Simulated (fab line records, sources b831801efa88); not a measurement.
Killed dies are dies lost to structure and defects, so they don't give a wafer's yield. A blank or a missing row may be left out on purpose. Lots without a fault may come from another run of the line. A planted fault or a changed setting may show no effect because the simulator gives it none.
fab line records | flow gf180mcu
record lots=14 wafers=42 last_day=34
route steps=602 shown M3@414 V3@430 M4@459
lots that met no fault: from a run of the same line without faults
start_h: hours from the record's first day to the start of the lot's first wafer shown | wait_h: hours since the lot's step before | " the same as in the row above | L1.1+2: a row that stands for several wafers | - no value, or no start given | * or withheld: withheld | < > ~ a bound
route shown NAME@n: a module of which the file shows steps, and the number in the route of the first | usual: mean/standard deviation of fault-free wafers | same: alike in all rows | chamber/n: place in a boat | sites: the reading at each site | _std_site: their standard deviation | _edge_site: outer sites' mean less inner sites' | radius_mm: how far each site lies from the wafer's centre | mask NAME#n: copy n | behind: the tool/chamber that last shaped the wafer | hold: why the lot was held/for how many hours/how that ended | device: the transistor (n, p or np) that didn't switch | end of line: the same wafers' tests at the end of the route | a step without rows: its recipe alone | killed: dies lost to structure and defects at the first sort, not the wafer's yield | map: a wafer's dies, x killed, . not, _ none there
set.NAME: the setting as run; set.NAME@STEP: as run at that earlier step | model.NAME: the simulator's own value behind a step, which no gauge read
steps of the route over a sample of lots; a table a step, a row a wafer
services: from which hour (start_h, from the record's first day; less than 0 if before it) a tool's chamber was out of use, for how many hours, and why
## steps
# step GF_M3_RS_MEAS_05
# recipe thk_meas_gauge=four-point-probe reads=TiN_of_M3_SPUTTER_04+Ti_of_M3_SPUTTER_03+AlCu_of_M3_SPUTTER_02+TiN_of_M3_SPUTTER_01+Ti_of_M3_SPUTTER_00
# usual M3_ALCU_RS=0.0695/0.00081
# columns lot.wafer tool chamber start_h wait_h M3_ALCU_RS[ohm/sq]
L442.2 film_metro-03 - 471.74 0.0 0.0682
L442.4 " - " " 0.0696
L442.6 " - " " 0.0685
L443.2 film_metro-03 - 481.60 0.0 0.0704
L443.5 " - " " 0.0696
L443.6 " - " " 0.0698
L444.3 film_metro-02 - 491.02 0.1 0.0694
L444.4 " - " " 0.0686
L444.6 " - " " 0.0691
L445.4 film_metro-01 - 501.92 0.1 0.0692
L445.5 " - " " 0.0679
L445.6 " - " " 0.0684
L446.4 film_metro-01 - 508.24 0.1 0.0698
L446.5 " - " " 0.0688
L446.6 " - " " 0.0684
L448.1 film_metro-02 - 531.38 0.0 0.0699
L448.2 " - " " 0.0700
L448.6 " - " " 0.0702
L449.1 film_metro-03 - 539.59 0.0 0.0683
L449.2 " - " " 0.0692
L449.5 " - " " 0.0692
L453.2 film_metro-01 - 578.32 0.0 0.0701
L453.4 " - " " 0.0695
L453.5 " - " " 0.0700
L454.2 film_metro-03 - 583.23 0.0 0.0692
L454.4 " - " " 0.0691
L454.5 " - " " 0.0691
L459.3 film_metro-02 - 619.21 0.1 0.0710
L459.5 " - " " 0.0709
L459.6 " - " " 0.0714
L460.1 film_metro-03 - 624.62 0.0 0.0696
L460.4 " - " " 0.0693
L460.6 " - " " 0.0694
L462.1 film_metro-01 - 639.31 0.0 0.0694
L462.2 " - " " 0.0695
L462.5 " - " " 0.0698
L463.2 film_metro-01 - 644.84 0.0 0.0681
L463.5 " - " " 0.0688
L463.6 " - " " 0.0684
L464.1 film_metro-03 - 656.19 0.0 0.0708
L464.3 " - " " 0.0709
L464.5 " - " " 0.0710
# step GF_M3_CD_MEAS_14
# recipe target_cd_nm=280
# usual cd_nm=280.5/1.2
# columns lot.wafer tool chamber start_h wait_h cd_nm
L442.2 cd_sem-01 - 495.60 0.1 281.3
L442.4 " - " " 281.9
L442.6 " - " " 281.1
L443.2 cd_sem-02 - 505.47 0.1 279.1
L443.5 " - " " 279.8
L443.6 " - " " 278.9
L444.3 cd_sem-02 - 514.75 0.1 278.3
L444.4 " - " " 279.3
L444.6 " - " " 278.4
L445.4 cd_sem-01 - 525.32 0.1 280.3
L445.5 " - " " 279.8
L445.6 " - " " 278.8
L446.4 cd_sem-02 - 531.06 0.1 281.2
L446.5 " - " " 280.8
L446.6 " - " " 281.1
L448.1 cd_sem-01 - 554.21 0.1 280.8
L448.2 " - " " 279.7
L448.6 " - " " 279.7
L449.1 cd_sem-01 - 561.56 0.1 280.4
L449.2 " - " " 280.9
L449.5 " - " " 279.8
L453.2 cd_sem-02 - 598.95 0.1 279.7
L453.4 " - " " 281.2
L453.5 " - " " 281.2
L454.2 cd_sem-01 - 604.15 0.1 283.5
L454.4 " - " " 281.8
L454.5 " - " " 283.1
L459.3 cd_sem-01 - 639.30 0.1 281.4
L459.5 " - " " 281.5
L459.6 " - " " 281.6
L460.1 cd_sem-01 - 644.60 0.1 280.9
L460.4 " - " " 279.9
L460.6 " - " " 279.0
L462.1 cd_sem-01 - 658.70 0.2 279.7
L462.2 " - " " 280.0
L462.5 " - " " 280.1
L463.2 cd_sem-01 - 663.95 0.1 280.1
L463.5 " - " " 280.0
L463.6 " - " " 279.8
L464.1 cd_sem-01 - 674.87 0.2 280.6
L464.3 " - " " 281.7
L464.5 " - " " 282.7
# step GF_V3_THK_MEAS_01
# recipe reads=SiO2_of_V3_CVD_00
# usual V3_CVD_00_THK=603/6.8
# columns lot.wafer tool chamber start_h wait_h V3_CVD_00_THK[nm]
L442.2 film_metro-02 - 496.47 0.0 592
L442.4 " - " " 596
L442.6 " - " " 598
L443.2 film_metro-02 - 506.34 0.0 600
L443.5 " - " " 609
L443.6 " - " " 617
L444.3 film_metro-02 - 515.82 0.1 610
L444.4 " - " " 603
L444.6 " - " " 609
L445.4 film_metro-02 - 526.17 0.0 608
L445.5 " - " " 600
L445.6 " - " " 598
L446.4 film_metro-04 - 531.91 0.0 598
L446.5 " - " " 603
L446.6 " - " " 611
L448.1 film_metro-04 - 555.12 0.0 594
L448.2 " - " " 596
L448.6 " - " " 592
L449.1 film_metro-02 - 562.54 0.0 598
L449.2 " - " " 606
L449.5 " - " " 601
L453.2 film_metro-03 - 599.82 0.0 611
L453.4 " - " " 606
L453.5 " - " " 604
L454.2 film_metro-04 - 605.02 0.0 612
L454.4 " - " " 617
L454.5 " - " " 606
L459.3 film_metro-02 - 640.61 0.1 592
L459.5 " - " " 591
L459.6 " - " " 593
L460.1 film_metro-03 - 645.51 0.0 595
L460.4 " - " " 595
L460.6 " - " " 588
L462.1 film_metro-02 - 659.58 0.0 602
L462.2 " - " " 607
L462.5 " - " " 610
L463.2 film_metro-02 - 664.82 0.0 590
L463.5 " - " " 594
L463.6 " - " " 601
L464.1 film_metro-02 - 675.75 0.0 596
L464.3 " - " " 599
L464.5 " - " " 594
# step GF_M4_SPUTTER_03
# recipe material=Ti target_thk_nm=10 substrate_temp_c=300 chamber_pressure_pa=0.3 power_w=3000 time_s=6.7
# usual cathode_dc_power_W=3000.0/0.57 throttle_valve_pct=30.0/0.89
# columns lot.wafer tool chamber start_h wait_h cathode_dc_power_W throttle_valve_pct
L442.2 pvd_sputter-02 - 522.60 0.0 3000.7 29.2
L442.4 " - " " 3001.7 29.8
L442.6 " - " " 3000.3 29.3
L443.2 pvd_sputter-03 - 532.20 0.0 2998.9 30.1
L443.5 " - " " 3000.4 30.0
L443.6 " - " " 2999.6 28.5
L444.3 pvd_sputter-04 - 541.19 0.0 3000.7 30.4
L444.4 " - " " 3000.1 30.1
L444.6 " - " " 3000.4 30.5
L445.4 pvd_sputter-02 - 551.29 0.0 3001.3 28.6
L445.5 " - " " 3000.7 31.3
L445.6 " - " " 2999.9 29.9
L446.4 pvd_sputter-03 - 557.10 0.0 3000.6 31.4
L446.5 " - " " 2999.3 29.9
L446.6 " - " " 2999.5 29.8
L448.1 pvd_sputter-02 - 579.33 0.0 3000.9 28.7
L448.2 " - " " 2999.2 29.2
L448.6 " - " " 2999.1 28.8
L449.1 pvd_sputter-04 - 586.70 0.0 3000.0 30.4
L449.2 " - " " 3000.6 30.0
L449.5 " - " " 2999.3 29.7
L453.2 pvd_sputter-04 - 623.44 0.0 3083.9 30.7
L453.4 " - " " 3083.7 30.4
L453.5 " - " " 3084.0 30.8
L454.2 pvd_sputter-04 - 628.61 0.0 3083.8 30.9
L454.4 " - " " 3083.2 30.7
L454.5 " - " " 3083.6 30.1
L459.3 pvd_sputter-03 - 661.58 0.0 3000.1 28.9
L459.5 " - " " 2999.0 28.9
L459.6 " - " " 2999.8 31.8
L460.1 pvd_sputter-02 - 666.88 0.0 3000.0 29.9
L460.4 " - " " 3001.1 28.7
L460.6 " - " " 2999.6 30.0
L462.1 pvd_sputter-03 - 679.43 0.0 3000.5 31.7
L462.2 " - " " 2999.4 30.0
L462.5 " - " " 3000.2 29.7
L463.2 pvd_sputter-03 - 685.69 0.0 2999.1 29.9
L463.5 " - " " 2999.3 29.8
L463.6 " - " " 2999.6 31.4
L464.1 pvd_sputter-04 - 696.77 0.0 2999.7 29.9
L464.3 " - " " 2999.6 31.0
L464.5 " - " " 3001.3 30.0
## services
# columns tool chamber start_h hours kind
pvd_sputter-02 - 620.32 12.1 repair
pvd_sputter-02 - 632.60 5.7 repair
## key
first_sign step=GF_M4_SPUTTER_03 reading=cathode_dc_power_W direction=up sigmas=99+ usual=3000.0 struck=3083.7
effect none on later readings
met_at GF_M4_SPUTTER_03
struck_lots L453,L454
not_acting_at GF_M3_RS_MEAS_05,GF_M3_CD_MEAS_14,GF_V3_THK_MEAS_01
onset_between 586.70 623.44
fault kind=process_parameter_drift tool=pvd_sputter-04 chamber=- onset_h=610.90 steps=GF_M4_SPUTTER_03 channel=power_w offset=83.435 shape=step end_h=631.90 acts_in=these_recipes_only stated=3000
